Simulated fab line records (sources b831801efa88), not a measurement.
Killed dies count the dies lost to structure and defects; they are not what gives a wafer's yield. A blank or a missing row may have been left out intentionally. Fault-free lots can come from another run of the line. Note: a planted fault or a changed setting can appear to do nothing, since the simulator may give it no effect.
Matching of chambers ; flow gf180mcu ; cmp-01 running GF_V4_CMP_26: 4 sister chambers
The step polishes, stops on SiO2, t overpolish 15 s, target thk 0 nm. 22 wafers are shown with their chamber, then 11 later ones without.

== WAFERS, EACH WITH ITS CHAMBER ==
wafer;chamber;motor_current_A (A);time_to_endpoint_s (s);overpolish_run_s (s)
L075.1;0;10.4;79;15.018
L075.5;3;10.2;82;15.012
L075.6;2;11.9;91;15.013
L077.2;1;10.4;88;14.993
L077.3;2;11.8;97;14.999
L077.6;2;12.0;98;15.006
L078.3;3;10.8;88;14.992
L078.5;2;12.8;98;15.004
L078.6;1;10.2;83;15.017
L080.1;1;10.3;80;15.004
L080.3;0;10.5;85;15.013
L080.4;3;10.8;83;15.003
L084.1;3;10.6;83;15.009
L084.3;1;10.4;82;14.999
L084.4;0;10.5;83;14.995
L085.1;2;12.3;93;15.000
L085.4;3;10.5;86;14.981
L085.5;1;10.0;84;15.008
L087.1;0;10.5;80;14.994
L087.3;3;10.5;82;14.998
L087.4;1;10.4;80;14.980
L089.3;0;10.2;86;14.998

SIGNATURES (means of the wafers above)
reading;chamber 0;chamber 1;chamber 2;chamber 3;scatter within a chamber
motor_current_A;10.420;10.283;12.160;10.567;0.247
time_to_endpoint_s;82.60;82.83;95.40;84.00;2.92
overpolish_run_s;15.00360;15.00017;15.00440;14.99917;0.0108
Rule: distance of a wafer from a chamber = root of the sum over the readings of ((wafer's reading minus chamber's mean) / reading's scatter) squared. The wafer belongs to the nearest chamber; if the next one is less than 2 further off, it can't be placed. How the scatter is found: for the shown wafers, subtract from each reading the mean of its chamber, square and add these, divide the total by (wafers less chambers), then take the root.

== WAFERS WITH NO CHAMBER GIVEN ==
wafer;motor_current_A (A);time_to_endpoint_s (s);overpolish_run_s (s)
L089.4;10.3;85;15.011
L089.5;10.0;83;14.999
L092.1;10.5;82;14.998
L092.3;10.2;80;15.002
L092.5;11.4;92;14.997
L094.1;10.6;83;15.014
L094.4;9.9;84;15.013
L094.6;10.0;83;14.988
L095.1;12.1;92;14.992
L095.4;10.1;83;15.009
L095.5;10.2;81;15.000

== EACH ONE'S CHAMBER ==
wafer;from the rows above;in truth
L089.4;can't be placed: 0 or 1 or 3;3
L089.5;can't be placed: 1 or 0 or 3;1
L092.1;can't be placed: 0 or 3 or 1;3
L092.3;can't be placed: 1 or 0 or 3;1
L092.5;can't be placed: 2 or 3 or 0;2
L094.1;can't be placed: 0 or 3 or 1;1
L094.4;can't be placed: 1 or 0 or 3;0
L094.6;can't be placed: 1 or 0 or 3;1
L095.1;2;2
L095.4;can't be placed: 1 or 0 or 3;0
L095.5;can't be placed: 1 or 0 or 3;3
Correctly placed: 1 of 11. These rows do not allow placing 10 (true chamber among the candidates in 10). Wrongly placed: 0.
